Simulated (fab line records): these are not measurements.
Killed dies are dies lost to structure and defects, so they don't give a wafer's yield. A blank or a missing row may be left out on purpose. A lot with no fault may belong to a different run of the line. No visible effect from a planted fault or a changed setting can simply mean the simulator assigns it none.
A struck lot beside a sound one ; flow sky130 ; 44 steps out of a route of 708
Sound: wafers L488.2, L488.3, L488.6. Struck: wafer L499.5 (left out: L499.2, L499.4 of the same lot, which were not struck); the cause appears at the end.
Each step with rows lists, per side, the tool, then ch with its chambers, then its first start. Under that, the readings that differ: sound wafers ; struck wafers ; difference of the means ; sigmas: that difference in standard deviations of wafers without a fault.
alike: readings whose means differ by less than 2 such deviations, and words and numbers that are the same on both sides. not compared: withheld readings, readings that some wafer has no value for, bounds like >300 that may hide the same value, and numbers for which the record gives no deviation and whose values overlap.
The two part at a step that has a row with sigmas, a row that says differs or no value, or rows on one side only. When numbers do not overlap yet have no deviation, they are printed without sigmas and do not part them. A reading missing from all wafers of one side parts the sides only when that side holds two or more wafers.

first, 2 steps without rows for these wafers: SKY_VIA2_SPUTTER_20 (material TiN, target thk 20 nm, time 80 s); SKY_VIA2_CVD_21 (deposits W, target thk 420 nm, time 126.4 s).
SKY_VIA2_RS_MEAS_22: the measuring method here is four-point-probe.
  sound on film-metro-02, day 38 23:45; struck on film-metro-03, day 42 09:14
reading;sound;struck;difference;sigmas
VIA2_W_RS (ohm/sq);0.2743 0.2702 0.2700;0.2786;+0.0071;+3
SKY_VIA2_THK_MEAS_23: measures by xrf.
  sound on film-metro-02, day 38 23:52; struck on film-metro-03, day 42 09:21
  alike: VIA2_W_THK
then, 4 steps without rows for these wafers: SKY_VIA2_CMP_24 (polishes, stops on SiO2, t overpolish 20 s, target thk 0 nm); SKY_METAL3_SPUTTER_00 (material Ti, target thk 15 nm, time 10 s); SKY_METAL3_SPUTTER_01 (material TiN, target thk 20 nm, time 16.7 s); SKY_METAL3_SPUTTER_02 (material AlCu, target thk 735 nm, time 39.1 s).
SKY_METAL3_SPUTTER_03: material Ti, target thk 5 nm, time 3.3 s.
  sound on pvd-sputter-01, day 39 00:18; struck on pvd-sputter-03, day 42 10:14
  alike: throttle-valve-pct
then, 2 steps without rows for these wafers: SKY_METAL3_SPUTTER_04 (material TiN, target thk 70 nm, time 58.3 s); SKY_CAPM_CVD_00 (deposits SiO2, target thk 15.5 nm).
SKY_CAPM_THK_MEAS_01:
  sound on film-metro-02, day 39 00:24; struck on film-metro-03, day 42 10:20
  alike: CAPM_CVD_00_THK
SKY_CAPM_SPUTTER_02: material TiN, target thk 200 nm, time 166.7 s.
  sound on pvd-sputter-02, day 39 00:27; struck on pvd-sputter-04, day 42 10:23
reading;sound;struck;difference;sigmas
model.TiN_of_CAPM_SPUTTER_02.thk-nm (nm);198.5 199.4 197.2;268.6;+70.2;
  alike: throttle-valve-pct
SKY_CAPM_RS_MEAS_03: the measuring method here is four-point-probe.
  sound on film-metro-03, day 39 00:35; struck on film-metro-02, day 42 10:31
reading;sound;struck;difference;sigmas
CAPM_TIN_RS (ohm/sq);6.97 6.94 7.03;5.10;-1.88;-34
SKY_CAPM_THK_MEAS_04: measures by xrf.
  sound on film-metro-03, day 39 00:41; struck on film-metro-02, day 42 10:38
reading;sound;struck;difference;sigmas
CAPM_TIN_THK (nm);196.5 198.2 196.3;268.7;+71.7;+34
then, 7 steps without rows for these wafers: SKY_CAPM_DEHYDRATE_05 (time 60 s); SKY_CAPM_HMDS_06 (prime time 60 s); SKY_CAPM_COAT_07 (resist thk 1140 nm); SKY_CAPM_SOFTBAKE_08 (time 60 s); SKY_CAPM_EXPOSE_09 (exposes mask CAPM, target cd 1000 nm); SKY_CAPM_PEB_10; SKY_CAPM_DEVELOP_11 (develop time 60 s).
SKY_CAPM_OVL_MEAS_12:
  sound on overlay-01, day 40 01:42; struck on overlay-02, day 43 09:36
  alike: CAPM_OVL
SKY_CAPM_METAL_ETCH_13: etches TiN in Cl2/BCl3, stops on SiO2, target depth 220 nm, time 62.9 s.
  sound on rie-metal-03 ch 0, day 40 01:44; struck on rie-metal-04 ch 1, day 43 09:38
reading;sound;struck;difference;sigmas
oes-product-au (a.u.);0.929 0.945 0.934;0.993;+0.057;+9
throttle-valve-pct (%);21.912 21.894 21.908;21.873;-0.032;-3
  alike: drypump-motor-current-A, he-backside-leak-sccm
  not compared: rf-hours-counter-h
SKY_CAPM_STRIP_14: strips in O2/N2.
  sound on plasma-asher-04 ch 0, day 40 01:49; struck on plasma-asher-01 ch 0, day 43 09:43
reading;sound;struck;difference;sigmas
o2-flow-sccm (sccm);2989 2986 2987;3004;+17;+2
oes-product-au (a.u.);0.719 0.711 0.706;0.702;-0.010;-2
strip-time-to-endpoint-s (s);12.61 12.59 12.61;12.72;+0.12;+3
  alike: drypump-motor-current-A
  not compared: rf-hours-counter-h
then, 11 steps without rows for these wafers: SKY_CAPM_STRIP_15 (strips in post etch residue remover, time 1200 s); SKY_CAPM_CLEAN_16 (cleans in IPA, time 180 s); SKY_CAPM_CLEAN_17 (cleans in O3/DIW); SKY_METAL3_DEHYDRATE_05 (time 60 s); SKY_METAL3_HMDS_06 (prime time 60 s); SKY_METAL3_COAT_07 (resist thk 60 nm); SKY_METAL3_COAT_08 (resist thk 1140 nm); SKY_METAL3_SOFTBAKE_09 (time 90 s); SKY_METAL3_EXPOSE_10 (exposes mask MM3, target cd 300 nm); SKY_METAL3_PEB_11; SKY_METAL3_DEVELOP_12 (develop time 60 s).
SKY_METAL3_CD_MEAS_13: target cd 300 nm.
  sound on cd-sem-01, day 41 02:40; struck on cd-sem-01, day 44 09:28
reading;sound;struck;difference;sigmas
cd-nm (nm);296.8 297.9 297.1;301.4;+4.1;+3
SKY_METAL3_OVL_MEAS_14:
  sound on overlay-02, day 41 02:46; struck on overlay-02, day 44 09:35
  alike: METAL3_OVL
then, 1 step without rows for these wafers: SKY_METAL3_DESCUM_15 (chemistry O2, time 8 s).
SKY_METAL3_ETCH_16: etches BARC in N2/H2, stops on SiO2, time 88.2 s, target depth 60 nm.
  sound on rie-metal-02 ch 0,1, day 41 02:50; struck on rie-metal-02 ch 1, day 44 09:43
reading;sound;struck;difference;sigmas
throttle-valve-pct (%);13.211 13.218 13.207;13.187;-0.025;-3
  alike: drypump-motor-current-A, he-backside-leak-sccm, oes-product-au
  not compared: rf-hours-counter-h
SKY_METAL3_ETCH_17: etches SiO2 in C4F8/O2/Ar, stops on TiN, time 4.073 s, target depth 15 nm.
  sound on rie-diel-04 ch 1,3, day 41 02:56; struck on rie-diel-01 ch 2, day 44 09:52
  alike: oes-product-au
  not compared: rf-hours-counter-h
SKY_METAL3_METAL_ETCH_18: etches the open film in Cl2/BCl3, stops on SiO2, target depth 845 nm, time 183.1 s.
  sound on rie-metal-04 ch 0,1, day 41 02:57; struck on rie-metal-02 ch 1, day 44 09:57
  alike: drypump-motor-current-A, he-backside-leak-sccm, oes-product-au, throttle-valve-pct
  not compared: rf-hours-counter-h
SKY_METAL3_STRIP_20: strips in post etch residue remover, time 1200 s.
  sound on wet-bench-02 ch 2, day 41 03:14; struck on wet-bench-03 ch 1, day 44 10:21
reading;sound;struck;difference;sigmas
model.TiN_of_CAPM_SPUTTER_02.thk-nm (nm);197.6 198.5 196.4;267.7;+70.2;
-- the record jumps here: 6 days lie between the struck wafers' starts before and after (it left off in module METAL3 and takes up again in module PAD_OPEN, whose first step shown is number 708 of the route) --
SKY_PAD_OPEN_PROBE_99:
  sound on prober-02, day 47 21:11; struck on prober-01, day 50 08:37
reading;sound;struck;difference;sigmas
killed-at-contacts;38 40 35;22;-16;-3
model.etest.tester.sort-n-pass;398 387 403;0;-396;
model.etest.tester.sort-yield-pct (%);80.89 78.66 81.91;0;-80;
model.etest.met3.line-ohm-um;0.1431 0.1469 0.1437;78.83;+78.69;
model.etest.tester.sort_bin_4_pct (%);0 0 0;78.62;+78.62;
model.etest.via3-chain.rc-ohm;10.15 9.64 9.447;67.36;+57.61;
model.etest.met3.rs-ohm-sq;0.04242 0.04343 0.04269;23.59;+23.55;
model.etest.tester.sort_bin_3_pct (%);1.22 0.813 1.626;5.527;+4.307;
model.etest.cap-mim.plate-ohm-sq;6.011 6.026 6.086;4.441;-1.600;
  alike: defect-limited-yield, killed_at_M0_to_M3, killed_at_M4_up, killed-at-front-end, killed-at-other, killed-dies, killed-open, killed-short

## WHERE THEY PART
Last at SKY_PAD_OPEN_PROBE_99 as far as this record goes, first at SKY_VIA2_RS_MEAS_22.

WHY: whatever the simulator had introduced
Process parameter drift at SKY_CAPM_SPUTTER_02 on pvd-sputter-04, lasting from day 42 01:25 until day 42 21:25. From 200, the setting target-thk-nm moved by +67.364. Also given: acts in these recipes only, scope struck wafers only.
